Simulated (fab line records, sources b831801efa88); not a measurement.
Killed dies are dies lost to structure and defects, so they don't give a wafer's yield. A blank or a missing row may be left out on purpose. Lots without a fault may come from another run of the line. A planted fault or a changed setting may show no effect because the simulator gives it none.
fab line records | flow gf180mcu
record lots=5 wafers=15 last_day=34
route steps=602 shown CONTACT@305 M1@315 V1@335
lots that met no fault: from a run of the same line without faults
start_h: hours from the record's first day to the start of the lot's first wafer shown | wait_h: hours since the lot's step before | " the same as in the row above | L1.1+2: a row that stands for several wafers | - no value, or no start given | * or withheld: withheld | < > ~ a bound
route shown NAME@n: a module of which the file shows steps, and the number in the route of the first | usual: mean/standard deviation of fault-free wafers | same: alike in all rows | chamber/n: place in a boat | sites: the reading at each site | _std_site: their standard deviation | _edge_site: outer sites' mean less inner sites' | radius_mm: how far each site lies from the wafer's centre | mask NAME#n: copy n | behind: the tool/chamber that last shaped the wafer | hold: why the lot was held/for how many hours/how that ended | device: the transistor (n, p or np) that didn't switch | end of line: the same wafers' tests at the end of the route | a step without rows: its recipe alone | killed: dies lost to structure and defects at the first sort, not the wafer's yield | map: a wafer's dies, x killed, . not, _ none there
set.NAME: the setting as run; set.NAME@STEP: as run at that earlier step | model.NAME: the simulator's own value behind a step, which no gauge read
lots at some steps of the route; a table a step, a row a wafer
services: from which hour (start_h, from the record's first day; less than 0 if before it) a tool's chamber was out of use, for how many hours, and why
## steps
# step GF_CONTACT_STRIP_18
# recipe chemistry=O2/N2 power_w=1400 pressure_mtorr=1500 platen_temp_c=250 o2_flow_sccm=3000 n2_flow_sccm=300 overash_fraction=0.5
# usual drypump_motor_current_A=5.3/0.64 heater_power_w=339/19 oes_product_au=0.581/0.0052
# same overash_fraction=0.5
# columns lot.wafer tool chamber start_h wait_h drypump_motor_current_A heater_power_w oes_product_au rf_hours_counter_h
L077.2 plasma_asher-03 1 391.29 - 4.9 315 0.578 74
L077.4 " 1 " " 4.9 319 0.585 -
L077.6 " 1 " " 4.9 321 0.588 -
L079.3 plasma_asher-03 0 405.12 - 4.7 354 0.579 -
L079.4 " 1 " " 4.9 329 0.586 -
L079.6 " 0 " " 4.7 358 0.580 -
L085.2 plasma_asher-02 1 484.40 - 5.4 336 0.586 5
L085.3 " 0 " " 6.7 323 0.584 -
L085.6 " 0 " " 6.7 329 0.579 -
L093.2 plasma_asher-03 0 528.66 - 4.7 361 0.576 89
L093.3 " 0 " " 4.7 361 0.579 -
L093.5 " 1 " " 4.9 328 0.580 -
L096.1 plasma_asher-01 0 555.78 - 5.2 317 0.579 42
L096.3 " 0 " " 5.2 323 0.579 -
L096.6 " 0 " " 5.2 317 0.577 -
# step GF_CONTACT_CLEAN_19
# recipe chemistry=SPM
# columns lot.wafer tool chamber start_h wait_h
L077.2+4+6 wet_bench-01 3 391.39 0.1
L079.3+4+6 wet_bench-04 1 405.19 0.0
L085.2+3+6 wet_bench-02 2 484.50 0.1
L093.2+3+5 wet_bench-04 2 528.76 0.1
L096.1+3+6 wet_bench-04 1 555.88 0.1
# step GF_CONTACT_CLEAN_20
# recipe chemistry=DIW
# columns lot.wafer tool chamber start_h wait_h
L077.2+4+6 wet_bench-02 2 391.48 0.0
L079.3+4+6 wet_bench-02 2 405.37 0.0
L085.2+3+6 wet_bench-01 0 484.59 0.0
L093.2+3+5 wet_bench-02 3 528.86 0.0
L096.1+3+6 wet_bench-02 2 555.98 0.0
# step GF_CONTACT_CLEAN_21
# recipe chemistry=dHF time_s=20 dilution=100:1 dry=ipa_marangoni
# same time_s=20
# columns lot.wafer tool chamber start_h wait_h
L077.2+4+6 wet_bench-01 2 391.58 0.0
L079.3+4+6 wet_bench-01 3 405.46 0.0
L085.2+3+6 wet_bench-04 2 484.69 0.0
L093.2+3+5 wet_bench-01 1 528.96 0.0
L096.1+3+6 wet_bench-04 1 556.07 0.0
# step GF_CONTACT_SPUTTER_22
# recipe material=Ti target_thk_nm=15 chamber_pressure_pa=5 power_w=2500 substrate_temp_c=200 time_s=80.02
# usual throttle_valve_pct=29.5/0.87
# same time_s=80.02
# columns lot.wafer tool chamber start_h wait_h throttle_valve_pct
L077.2 pvd_sputter-04 - 391.59 0.0 30.6
L077.4 " - " " 29.5
L077.6 " - " " 29.7
L079.3 pvd_sputter-01 - 405.48 0.0 29.7
L079.4 " - " " 27.5
L079.6 " - " " 29.5
L085.2 pvd_sputter-01 - 484.70 0.0 27.3
L085.3 " - " " 29.9
L085.6 " - " " 27.5
L093.2 pvd_sputter-01 - 528.97 0.0 29.4
L093.3 " - " " 30.0
L093.5 " - " " 29.1
L096.1 pvd_sputter-04 - 556.08 0.0 30.3
L096.3 " - " " 29.9
L096.6 " - " " 29.6
# step GF_CONTACT_SPUTTER_23
# recipe material=TiN target_thk_nm=10 chamber_pressure_pa=5 power_w=4000 time_s=40
# usual throttle_valve_pct=29.5/0.86
# same time_s=40
# columns lot.wafer tool chamber start_h wait_h throttle_valve_pct
L077.2 pvd_sputter-04 - 391.65 0.0 30.4
L077.4 " - " " 30.0
L077.6 " - " " 30.0
L079.3 pvd_sputter-01 - 405.54 0.0 29.8
L079.4 " - " " 27.5
L079.6 " - " " 29.4
L085.2 pvd_sputter-01 - 484.76 0.0 27.5
L085.3 " - " " 29.7
L085.6 " - " " 27.7
L093.2 pvd_sputter-01 - 529.03 0.0 29.5
L093.3 " - " " 29.6
L093.5 " - " " 29.1
L096.1 pvd_sputter-04 - 556.14 0.0 30.4
L096.3 " - " " 30.1
L096.6 " - " " 29.3
# step GF_CONTACT_CVD_24
# recipe material=W target_thk_nm=300 time_s=90.339 temp_c=400 pressure_torr=40
# usual chamber_pressure_Torr=39.98/0.089 heater_power_w=878/52
# same time_s=90.339
# columns lot.wafer tool chamber start_h wait_h chamber_pressure_Torr heater_power_w since_wet_clean_h
L077.2 cvd_w-01 0 391.69 0.0 40.00 890 488
L077.4 " 0 " " 39.92 902 -
L077.6 " 0 " " 40.01 872 -
L079.3 cvd_w-02 1 405.61 0.1 39.92 878 -
L079.4 " 0 " " 39.95 950 -
L079.6 " 1 " " 40.10 858 -
L085.2 cvd_w-02 0 484.80 0.0 39.97 957 81
L085.3 " 1 " " 40.14 870 -
L085.6 " 1 " " 40.17 870 -
L093.2 cvd_w-02 1 529.07 0.0 39.97 869 125
L093.3 " 0 " " 40.05 961 -
L093.5 " 0 " " 40.02 945 -
L096.1 cvd_w-01 0 556.18 0.0 39.83 904 652
L096.3 " 0 " " 39.90 911 -
L096.6 " 0 " " 39.92 889 -
# step GF_CONTACT_RS_MEAS_25
# recipe thk_meas_gauge=four-point-probe reads=W_of_CONTACT_CVD_24+TiN_of_CONTACT_SPUTTER_23+Ti_of_CONTACT_SPUTTER_22
# usual CONTACT_W_RS=0.385/0.0043
# columns lot.wafer tool chamber start_h wait_h CONTACT_W_RS[ohm/sq]
L077.2 film_metro-03 - 391.81 0.1 0.377
L077.4 " - " " 0.380
L077.6 " - " " 0.380
L079.3 film_metro-01 - 405.72 0.1 0.388
L079.4 " - " " 0.382
L079.6 " - " " 0.384
L085.2 film_metro-04 - 484.92 0.1 0.385
L085.3 " - " " 0.386
L085.6 " - " " 0.385
L093.2 film_metro-01 - 529.19 0.1 0.391
L093.3 " - " " 0.385
L093.5 " - " " 0.382
L096.1 film_metro-04 - 556.28 0.1 0.375
L096.3 " - " " 0.377
L096.6 " - " " 0.378
# step GF_CONTACT_THK_MEAS_26
# recipe thk_meas_gauge=xrf reads=W_of_CONTACT_CVD_24
# usual CONTACT_W_THK=296/4.2
# columns lot.wafer tool chamber start_h wait_h CONTACT_W_THK[nm]
L077.2 film_metro-03 - 391.92 0.1 304
L077.4 " - " " 302
L077.6 " - " " 301
L079.3 film_metro-01 - 405.82 0.1 293
L079.4 " - " " 300
L079.6 " - " " 297
L085.2 film_metro-04 - 485.03 0.1 291
L085.3 " - " " 291
L085.6 " - " " 294
L093.2 film_metro-01 - 529.30 0.1 292
L093.3 " - " " 297
L093.5 " - " " 299
L096.1 film_metro-04 - 556.40 0.1 299
L096.3 " - " " 301
L096.6 " - " " 296
# step GF_CONTACT_CMP_27
# recipe stop_on=SiO2 down_force_psi=3.5 platen_rpm=60 t_overpolish_s=15 target_thk_nm=0 pad_velocity_m_s=0.94248
# usual motor_current_A=10.6/1 overpolish_run_s=14.999/0.009 time_to_endpoint_s=73/3.5
# columns lot.wafer tool chamber start_h wait_h motor_current_A overpolish_run_s time_to_endpoint_s
L077.4 cmp-01 1 392.07 0.1 11.8 14.997 71
L077.2 " 2 " " 10.8 15.011 78
L077.6 " 0 " " 11.2 14.990 74
L079.4 cmp-02 1 405.96 0.1 9.8 15.005 68
L079.3 " 2 " " 11.4 15.012 65
L079.6 " 0 " " 9.4 15.004 74
L085.3 cmp-02 1 485.13 0.1 9.7 15.005 71
L085.2 " 2 " " 11.1 14.996 73
L085.6 " 0 " " 9.6 15.009 77
L093.3 cmp-01 2 529.40 0.1 10.5 15.013 75
L093.2 " 3 " " 11.9 14.998 71
L093.5 " 1 " " 12.1 14.994 71
L096.3 cmp-02 2 556.51 0.1 11.8 14.998 75
L096.1 " 0 " " 9.7 15.011 81
L096.6 " 1 " " 9.1 14.984 75
# step GF_M1_SPUTTER_00
# recipe material=Ti target_thk_nm=37.5 arriving_ion_energy_ev=80 substrate_temp_c=200 chamber_pressure_pa=2 power_w=4000 time_s=150
# usual throttle_valve_pct=29.6/0.61
# same time_s=150
# columns lot.wafer tool chamber start_h wait_h throttle_valve_pct
L077.2 pvd_sputter-03 - 392.27 0.1 29.0
L077.4 " - " " 29.8
L077.6 " - " " 29.6
L079.3 pvd_sputter-03 - 406.16 0.1 29.2
L079.4 " - " " 29.0
L079.6 " - " " 29.3
L085.2 pvd_sputter-04 - 485.38 0.1 29.3
L085.3 " - " " 30.3
L085.6 " - " " 30.0
L093.2 pvd_sputter-04 - 529.65 0.1 29.7
L093.3 " - " " 29.8
L093.5 " - " " 29.8
L096.1 pvd_sputter-03 - 556.76 0.1 29.4
L096.3 " - " " 29.5
L096.6 " - " " 29.1
# step GF_M1_SPUTTER_01
# recipe material=TiN target_thk_nm=30 power_w=6500 time_s=25 chamber_pressure_pa=0.4
# usual throttle_valve_pct=29.5/0.61
# same time_s=25
# columns lot.wafer tool chamber start_h wait_h throttle_valve_pct
L077.2 pvd_sputter-03 - 392.37 0.1 29.1
L077.4 " - " " 29.6
L077.6 " - " " 29.6
L079.3 pvd_sputter-03 - 406.26 0.1 29.2
L079.4 " - " " 29.2
L079.6 " - " " 29.2
L085.2 pvd_sputter-04 - 485.48 0.1 29.5
L085.3 " - " " 30.3
L085.6 " - " " 29.9
L093.2 pvd_sputter-04 - 529.75 0.1 29.6
L093.3 " - " " 29.7
L093.5 " - " " 29.9
L096.1 pvd_sputter-03 - 556.86 0.1 29.4
L096.3 " - " " 29.3
L096.6 " - " " 28.7
# step GF_M1_SPUTTER_02
# recipe material=AlCu target_thk_nm=450 power_w=10600 time_s=23.9 chamber_pressure_pa=0.4
# usual throttle_valve_pct=29.6/0.58
# same time_s=23.9
# columns lot.wafer tool chamber start_h wait_h throttle_valve_pct
L077.2 pvd_sputter-03 - 392.40 0.0 29.1
L077.4 " - " " 29.4
L077.6 " - " " 29.7
L079.3 pvd_sputter-03 - 406.29 0.0 29.2
L079.4 " - " " 29.6
L079.6 " - " " 29.2
L085.2 pvd_sputter-04 - 485.51 0.0 29.6
L085.3 " - " " 30.3
L085.6 " - " " 30.1
L093.2 pvd_sputter-04 - 529.78 0.0 29.2
L093.3 " - " " 30.0
L093.5 " - " " 29.9
L096.1 pvd_sputter-03 - 556.89 0.0 29.4
L096.3 " - " " 29.5
L096.6 " - " " 29.2
# step GF_M1_SPUTTER_03
# recipe material=Ti target_thk_nm=10 substrate_temp_c=300 chamber_pressure_pa=0.3 power_w=3000 time_s=6.7
# usual throttle_valve_pct=29.6/0.59
# same time_s=6.7
# columns lot.wafer tool chamber start_h wait_h throttle_valve_pct
L077.2 pvd_sputter-03 - 392.43 0.0 28.8
L077.4 " - " " 29.6
L077.6 " - " " 29.6
L079.3 pvd_sputter-03 - 406.32 0.0 29.1
L079.4 " - " " 29.2
L079.6 " - " " 29.7
L085.2 pvd_sputter-04 - 485.54 0.0 29.4
L085.3 " - " " 30.3
L085.6 " - " " 30.1
L093.2 pvd_sputter-04 - 529.81 0.0 29.4
L093.3 " - " " 30.2
L093.5 " - " " 30.1
L096.1 pvd_sputter-03 - 556.92 0.0 29.5
L096.3 " - " " 29.7
L096.6 " - " " 29.0
# step GF_M1_SPUTTER_04
# recipe material=TiN target_thk_nm=50 power_w=6500 time_s=41.7 chamber_pressure_pa=0.4
# usual throttle_valve_pct=29.6/0.6
# same time_s=41.7
# columns lot.wafer tool chamber start_h wait_h throttle_valve_pct
L077.2 pvd_sputter-03 - 392.45 0.0 28.9
L077.4 " - " " 29.5
L077.6 " - " " 29.5
L079.3 pvd_sputter-03 - 406.34 0.0 29.1
L079.4 " - " " 29.4
L079.6 " - " " 29.1
L085.2 pvd_sputter-04 - 485.56 0.0 29.6
L085.3 " - " " 30.2
L085.6 " - " " 30.1
L093.2 pvd_sputter-04 - 529.83 0.0 29.4
L093.3 " - " " 29.7
L093.5 " - " " 29.9
L096.1 pvd_sputter-03 - 556.94 0.0 29.3
L096.3 " - " " 29.4
L096.6 " - " " 29.1
# step GF_M1_RS_MEAS_05
# recipe thk_meas_gauge=four-point-probe reads=TiN_of_M1_SPUTTER_04+Ti_of_M1_SPUTTER_03+AlCu_of_M1_SPUTTER_02+TiN_of_M1_SPUTTER_01+Ti_of_M1_SPUTTER_00
# usual M1_ALCU_RS=0.0690/0.0008
# columns lot.wafer tool chamber start_h wait_h M1_ALCU_RS[ohm/sq]
L077.2 film_metro-02 - 392.51 0.0 0.0687
L077.4 " - " " 0.0687
L077.6 " - " " 0.0691
L079.3 film_metro-01 - 406.42 0.1 0.0690
L079.4 " - " " 0.0685
L079.6 " - " " 0.0690
L085.2 film_metro-02 - 485.62 0.0 0.0689
L085.3 " - " " 0.0687
L085.6 " - " " 0.0683
L093.2 film_metro-03 - 529.89 0.0 0.0689
L093.3 " - " " 0.0682
L093.5 " - " " 0.0685
L096.1 film_metro-02 - 556.98 0.0 0.0688
L096.3 " - " " 0.0680
L096.6 " - " " 0.0694
# step GF_M1_THK_MEAS_06
# recipe thk_meas_gauge=xrf reads=AlCu_of_M1_SPUTTER_02
# usual M1_ALCU_THK=457/5.8
# columns lot.wafer tool chamber start_h wait_h M1_ALCU_THK[nm]
L077.2 film_metro-02 - 392.62 0.1 460
L077.4 " - " " 461
L077.6 " - " " 457
L079.3 film_metro-01 - 406.52 0.1 458
L079.4 " - " " 460
L079.6 " - " " 458
L085.2 film_metro-02 - 485.73 0.1 457
L085.3 " - " " 458
L085.6 " - " " 461
L093.2 film_metro-03 - 530.00 0.1 457
L093.3 " - " " 460
L093.5 " - " " 459
L096.1 film_metro-02 - 557.10 0.1 459
L096.3 " - " " 463
L096.6 " - " " 454
# step GF_M1_DEHYDRATE_07
# recipe temp_c=200 time_s=60
# same time_s=60
# columns lot.wafer tool chamber start_h wait_h
L077.2+4+6 litho_track-03 0 403.84 11.2
L079.3+4+6 litho_track-03 0 417.97 11.4
L085.2+3+6 litho_track-04 0 497.24 11.5
L093.2+3+5 litho_track-03 0 540.94 10.9
L096.1+3+6 litho_track-01 0 567.31 10.2
# step GF_M1_HMDS_08
# recipe prime_time_s=60 prime_temp_c=120
# columns lot.wafer tool chamber start_h wait_h
L077.2+4+6 litho_track-03 0 403.99 0.1
L079.3+4+6 litho_track-03 0 418.12 0.1
L085.2+3+6 litho_track-04 0 497.39 0.1
L093.2+3+5 litho_track-03 0 541.09 0.1
L096.1+3+6 litho_track-01 0 567.46 0.1
# step GF_M1_COAT_09
# recipe resist=KrF spin_rpm=withheld resist_thk_nm=1000
# columns lot.wafer tool chamber start_h wait_h
L077.2+4+6 litho_track-03 0 404.14 0.1
L079.3+4+6 litho_track-03 0 418.27 0.1
L085.2+3+6 litho_track-04 0 497.54 0.1
L093.2+3+5 litho_track-03 0 541.24 0.1
L096.1+3+6 litho_track-01 0 567.61 0.1
# step GF_M1_SOFTBAKE_10
# recipe temp_c=130 time_s=60 resist=KrF
# same time_s=60
# columns lot.wafer tool chamber start_h wait_h
L077.2+4+6 litho_track-03 0 404.29 0.1
L079.3+4+6 litho_track-03 0 418.42 0.1
L085.2+3+6 litho_track-04 0 497.69 0.1
L093.2+3+5 litho_track-03 0 541.39 0.1
L096.1+3+6 litho_track-01 0 567.76 0.1
# step GF_M1_EXPOSE_11
# recipe mask_id=Metal1 target_cd_nm=230 na=0.68 source_shape=conventional sigma_outer=0.6 dose_mj=28
# columns lot.wafer tool chamber start_h wait_h mask
L077.2+4+6 krf_scanner-02 0 - - Metal1#0
L079.3+4+6 krf_scanner-02 0 - - Metal1#0
L085.2+3+6 krf_scanner-01 0 - - Metal1#0
L093.2+3+5 krf_scanner-01 0 - - Metal1#0
L096.1+3+6 krf_scanner-01 0 - - Metal1#0
# step GF_M1_PEB_12
# recipe peb_temp_c=135 peb_time_s=90 resist=KrF
# columns lot.wafer tool chamber start_h wait_h
L077.2+4+6 litho_track-03 0 - -
L079.3+4+6 litho_track-03 0 - -
L085.2+3+6 litho_track-04 0 - -
L093.2+3+5 litho_track-03 0 - -
L096.1+3+6 litho_track-01 0 - -
# step GF_M1_DEVELOP_13
# recipe develop_time_s=60 dev_temp_c=21
# usual developer_temp_C=20.98/0.12
# columns lot.wafer tool chamber start_h wait_h developer_temp_C
L077.2 litho_track-03 0 416.19 0.2 20.98
L077.4 " 0 " " 21.00
L077.6 " 0 " " 21.08
L079.3 litho_track-03 0 430.12 0.1 21.26
L079.4 " 0 " " 21.11
L079.6 " 0 " " 21.26
L085.2 litho_track-04 0 509.09 0.2 20.90
L085.3 " 0 " " 20.84
L085.6 " 0 " " 20.84
L093.2 litho_track-03 0 552.24 0.2 20.87
L093.3 " 0 " " 20.80
L093.5 " 0 " " 20.79
L096.1 litho_track-01 0 577.86 0.2 21.01
L096.3 " 0 " " 20.74
L096.6 " 0 " " 20.89
# step GF_M1_CD_MEAS_14
# recipe target_cd_nm=230
# usual cd_nm=230.1/1.3
# columns lot.wafer tool chamber start_h wait_h cd_nm
L077.2 cd_sem-01 - 416.34 0.1 230.5
L077.4 " - " " 230.6
L077.6 " - " " 229.5
L079.3 cd_sem-02 - 430.26 0.1 228.5
L079.4 " - " " 229.0
L079.6 " - " " 228.6
L085.2 cd_sem-01 - 509.24 0.1 228.8
L085.3 " - " " 229.4
L085.6 " - " " 227.9
L093.2 cd_sem-02 - 552.39 0.1 230.5
L093.3 " - " " 230.5
L093.5 " - " " 230.9
L096.1 cd_sem-01 - 578.01 0.1 231.8
L096.3 " - " " 232.9
L096.6 " - " " 231.9
# step GF_M1_OVL_MEAS_15
# usual M1_OVL=4/7.7
# columns lot.wafer tool chamber start_h wait_h M1_OVL[nm]
L077.2 overlay-01 - 416.44 0.1 0
L077.4 " - " " 1
L077.6 " - " " -4
L079.3 overlay-01 - 430.35 0.1 5
L079.4 " - " " 15
L079.6 " - " " 10
L085.2 overlay-01 - 509.34 0.1 7
L085.3 " - " " 0
L085.6 " - " " 3
L093.2 overlay-02 - 552.49 0.1 19
L093.3 " - " " 7
L093.5 " - " " 8
L096.1 overlay-02 - 578.13 0.1 -1
L096.3 " - " " 8
L096.6 " - " " -3
# step GF_M1_METAL_ETCH_16
# recipe chemistry=Cl2/BCl3 mask_material=KrF target_depth_nm=750.8 stop_on=SiO2 pressure_mtorr=8 icp_w=800 bias_w=140 Cl2_flow_sccm=80 bcl3_flow_sccm=40 time_s=125.1
# usual drypump_motor_current_A=5.6/0.67 oes_product_au=0.986/0.01 throttle_valve_pct=28.234/0.013
# same time_s=125.1
# columns lot.wafer tool chamber start_h wait_h drypump_motor_current_A oes_product_au rf_hours_counter_h throttle_valve_pct
L077.2 rie_metal-02 0 416.47 0.0 6.6 1.001 10 28.243
L077.4 " 1 " " 5.8 0.975 - 28.231
L077.6 " 1 " " 5.8 0.978 - 28.236
L079.3 rie_metal-04 0 430.42 0.1 4.6 0.992 - 28.212
L079.4 " 1 " " 5.8 0.977 - 28.242
L079.6 " 0 " " 4.6 1.000 - 28.221
L085.2 rie_metal-02 1 509.42 0.1 5.9 0.974 - 28.227
L085.3 " 1 " " 5.9 0.972 - 28.238
L085.6 " 1 " " 5.9 0.967 - 28.244
L093.2 rie_metal-01 0 552.52 0.0 6.6 0.986 11 28.242
L093.3 " 1 " " 5.7 0.991 - 28.231
L093.5 " 0 " " 6.6 0.981 - 28.240
L096.1 rie_metal-04 0 578.17 0.0 4.6 1.005 11 28.219
L096.3 " 1 " " 5.8 0.982 - 28.254
L096.6 " 1 " " 5.8 0.991 - 28.228
# step GF_M1_STRIP_17
# recipe chemistry=O2/N2 power_w=1400 pressure_mtorr=1500 platen_temp_c=250 o2_flow_sccm=3000 n2_flow_sccm=300 overash_fraction=0.5
# usual drypump_motor_current_A=5.3/0.43 heater_power_w=364/32 oes_product_au=0.538/0.0059 strip_time_to_endpoint_s=7.41/0.092
# same overash_fraction=0.5
# columns lot.wafer tool chamber start_h wait_h drypump_motor_current_A heater_power_w oes_product_au rf_hours_counter_h strip_time_to_endpoint_s
L077.2 plasma_asher-03 1 416.60 0.1 5.0 324 0.530 77 7.28
L077.4 " 1 " " 4.9 322 0.542 - 7.46
L077.6 " 0 " " 4.7 361 0.550 - 7.45
L079.3 plasma_asher-03 0 430.54 0.1 4.7 351 0.532 - 7.33
L079.4 " 1 " " 4.9 319 0.538 - 7.47
L079.6 " 1 " " 4.9 327 0.532 - 7.26
L085.2 plasma_asher-01 1 509.63 0.2 5.4 373 0.551 37 7.54
L085.3 " 0 " " 5.2 319 0.542 - 7.55
L085.6 " 0 " " 5.3 322 0.543 - 7.57
L093.2 plasma_asher-04 1 552.65 0.1 5.2 413 0.543 77 7.43
L093.3 " 1 " " 5.2 392 0.540 - 7.37
L093.5 " 0 " " 6.1 394 0.540 - 7.43
L096.1 plasma_asher-04 0 578.34 0.1 6.1 389 0.534 79 7.26
L096.3 " 1 " " 5.2 403 0.540 - 7.42
L096.6 " 0 " " 6.1 388 0.536 - 7.39
# step GF_M1_STRIP_18
# recipe chemistry=post_etch_residue_remover time_s=1200 temp_c=72.5
# same time_s=1200
# columns lot.wafer tool chamber start_h wait_h
L077.2+4+6 wet_bench-03 2 416.70 0.1
L079.3+4+6 wet_bench-03 3 430.60 0.0
L085.2+3+6 wet_bench-02 1 509.73 0.1
L093.2+3+5 wet_bench-03 0 552.75 0.1
L096.1+3+6 wet_bench-03 2 578.44 0.1
# step GF_M1_CLEAN_19
# recipe chemistry=DIW dry=n2_spin
# columns lot.wafer tool chamber start_h wait_h
L077.2+4+6 wet_bench-04 2 417.08 0.0
L079.3+4+6 wet_bench-02 3 430.98 0.0
L085.2+3+6 wet_bench-04 2 510.54 0.0
L093.2+3+5 wet_bench-04 0 553.09 0.0
L096.1+3+6 wet_bench-02 0 578.78 0.0
# step GF_V1_CVD_00
# recipe material=SiO2 target_thk_nm=600 sigma_open_frac=0.3 temp_c=400 time_s=100 sih4_flow_sccm=60 pressure_mtorr=6
# same time_s=100
# columns lot.wafer tool chamber start_h wait_h
L077.2+4+6 hdpcvd-01 0,1,2 417.17 0.0
L079.3+4+6 hdpcvd-01 1,0,1 431.07 0.0
L085.2+3+6 hdpcvd-01 1,0,1 510.64 0.0
L093.2+3+5 hdpcvd-02 2,1,0 553.18 0.0
L096.1+3+6 hdpcvd-02 1,0,2 578.88 0.0
# step GF_V1_THK_MEAS_01
# recipe reads=SiO2_of_V1_CVD_00
# usual V1_CVD_00_THK=601/8.1
# columns lot.wafer tool chamber start_h wait_h V1_CVD_00_THK[nm]
L077.2 film_metro-02 - 417.25 0.0 609
L077.4 " - " " 601
L077.6 " - " " 608
L079.3 film_metro-03 - 431.16 0.1 595
L079.4 " - " " 605
L079.6 " - " " 598
L085.2 film_metro-04 - 510.72 0.0 603
L085.3 " - " " 614
L085.6 " - " " 597
L093.2 film_metro-04 - 553.27 0.0 611
L093.3 " - " " 596
L093.5 " - " " 593
L096.1 film_metro-02 - 578.95 0.0 609
L096.3 " - " " 588
L096.6 " - " " 619
# step GF_V1_CVD_02
# recipe material=SiO2 target_thk_nm=850 precursor=TEOS temp_c=400 time_s=94.851 rf_w=600
# usual heater_power_w=627/95
# same time_s=94.851
# columns lot.wafer tool chamber start_h wait_h heater_power_w since_wet_clean_h
L077.2 pecvd-04 0 417.30 0.0 763 34
L077.4 " 1 " " 705 -
L077.6 " 2 " " 487 -
L079.3 pecvd-03 1 431.20 0.0 622 257
L079.4 " 1 " " 670 -
L079.6 " 2 " " 720 -
L085.2 pecvd-02 2 510.77 0.0 543 544
L085.3 " 0 " " 675 -
L085.6 " 0 " " 707 -
L093.2 pecvd-02 1 553.32 0.0 697 587
L093.3 " 2 " " 504 587
L093.5 " 0 " " 747 -
L096.1 pecvd-03 2 579.01 0.1 720 404
L096.3 " 0 " " 591 404
L096.6 " 2 " " 586 -
# step GF_V1_THK_MEAS_03
# recipe reads=SiO2_of_V1_CVD_02
# usual V1_CVD_02_THK=849/13
# columns lot.wafer tool chamber start_h wait_h V1_CVD_02_THK[nm]
L077.2 film_metro-02 - 417.38 0.0 846
L077.4 " - " " 855
L077.6 " - " " 859
L079.3 film_metro-04 - 431.29 0.1 852
L079.4 " - " " 873
L079.6 " - " " 850
L085.2 film_metro-03 - 510.88 0.1 839
L085.3 " - " " 845
L085.6 " - " " 840
L093.2 film_metro-02 - 553.40 0.0 844
L093.3 " - " " 867
L093.5 " - " " 851
L096.1 film_metro-03 - 579.08 0.0 830
L096.3 " - " " 848
L096.6 " - " " 845
# step GF_V1_CMP_04
# recipe material=SiO2 down_force_psi=4 platen_rpm=60 pad_velocity_m_s=0.94248
# usual motor_current_A=11.8/0.98 time_to_endpoint_s=80/5.9
# columns lot.wafer tool chamber start_h wait_h motor_current_A time_to_endpoint_s
L077.4 cmp-01 2 417.43 0.0 12.2 82
L077.2 " 3 " " 12.3 80
L077.6 " 2 " " 11.7 85
L079.4 cmp-01 0 431.38 0.1 11.5 91
L079.3 " 2 " " 11.4 80
L079.6 " 0 " " 11.1 84
L085.3 cmp-01 1 510.93 0.0 12.4 78
L085.2 " 2 " " 11.9 79
L085.6 " 2 " " 11.9 78
L093.3 cmp-01 1 553.50 0.1 12.1 88
L093.2 " 2 " " 11.7 80
L093.5 " 0 " " 11.7 78
L096.3 cmp-01 1 579.14 0.0 12.5 79
L096.1 " 0 " " 11.7 75
L096.6 " 1 " " 12.5 77
# step GF_V1_BOW_MEAS_05
# recipe mode=bow
# usual V1_BOW=84/7.7
# columns lot.wafer tool chamber start_h wait_h V1_BOW[um]
L077.2 film_metro-03 - 417.75 0.2 91
L077.4 " - " " 78
L077.6 " - " " 79
L079.3 film_metro-04 - 431.67 0.1 85
L079.4 " - " " 82
L079.6 " - " " 88
L085.2 film_metro-03 - 511.25 0.2 85
L085.3 " - " " 76
L085.6 " - " " 85
L093.2 film_metro-02 - 553.77 0.2 79
L093.3 " - " " 80
L093.5 " - " " 73
L096.1 film_metro-04 - 579.44 0.1 85
L096.3 " - " " 79
L096.6 " - " " 84
# step GF_V1_DEHYDRATE_06
# recipe temp_c=200 time_s=60
# same time_s=60
# columns lot.wafer tool chamber start_h wait_h
L077.2+4+6 litho_track-02 0 429.17 11.4
L079.3+4+6 litho_track-01 0 443.61 11.9
L085.2+3+6 litho_track-04 0 522.09 10.8
L093.2+3+5 litho_track-04 0 564.84 11.1
L096.1+3+6 litho_track-02 0 589.59 10.1
# step GF_V1_HMDS_07
# recipe prime_time_s=60 prime_temp_c=120
# columns lot.wafer tool chamber start_h wait_h
L077.2+4+6 litho_track-02 0 429.32 0.1
L079.3+4+6 litho_track-01 0 443.76 0.1
L085.2+3+6 litho_track-04 0 522.24 0.1
L093.2+3+5 litho_track-04 0 564.99 0.1
L096.1+3+6 litho_track-02 0 589.74 0.1
# step GF_V1_COAT_08
# recipe resist=BARC temp_c=withheld time_s=withheld spin_rpm=withheld resist_thk_nm=withheld
# columns lot.wafer tool chamber start_h wait_h
L077.2+4+6 litho_track-02 0 429.47 0.1
L079.3+4+6 litho_track-01 0 443.91 0.1
L085.2+3+6 litho_track-04 0 522.39 0.1
L093.2+3+5 litho_track-04 0 565.14 0.1
L096.1+3+6 litho_track-02 0 589.89 0.1
# step GF_V1_COAT_09
# recipe resist=KrF spin_rpm=withheld resist_thk_nm=1000
# columns lot.wafer tool chamber start_h wait_h
L077.2+4+6 litho_track-02 0 - -
L079.3+4+6 litho_track-01 0 - -
L085.2+3+6 litho_track-04 0 - -
L093.2+3+5 litho_track-04 0 - -
L096.1+3+6 litho_track-02 0 - -
# step GF_V1_SOFTBAKE_10
# recipe temp_c=130 time_s=60 resist=KrF
# same time_s=60
# columns lot.wafer tool chamber start_h wait_h
L077.2+4+6 litho_track-02 0 - -
L079.3+4+6 litho_track-01 0 - -
L085.2+3+6 litho_track-04 0 - -
L093.2+3+5 litho_track-04 0 - -
L096.1+3+6 litho_track-02 0 - -
## services
# columns tool chamber start_h hours kind
plasma_asher-01 - 367.47 1.9 repair
cmp-01 - 377.93 0.4 repair
cvd_w-02 - 390.00 14.0 pm
cmp-01 - 397.91 0.5 repair
cmp-01 - 404.00 4.0 pm
cmp-02 - 423.53 1.0 repair
cvd_w-02 - 425.07 0.7 repair
krf_scanner-01 - 432.62 1.3 pm
pvd_sputter-04 - 434.98 0.5 repair
cmp-01 - 438.16 0.7 repair
wet_bench-02 - 441.03 2.7 repair
krf_scanner-01 - 464.63 1.0 pm
cmp-02 - 482.21 1.7 repair
cmp-02 - 496.09 1.9 repair
krf_scanner-01 - 516.57 0.8 pm
pvd_sputter-03 - 521.86 11.9 repair
pvd_sputter-04 - 530.52 1.8 repair
hdpcvd-01 - 539.25 15.0 pm
krf_scanner-01 - 541.64 4.0 pm
cvd_w-02 - 551.23 2.8 pm
cmp-02 - 572.08 4.0 pm
cmp-01 - 584.21 2.3 repair
wet_bench-03 - 585.18 0.5 repair
cmp-02 - 586.19 1.1 repair
## key
fault none
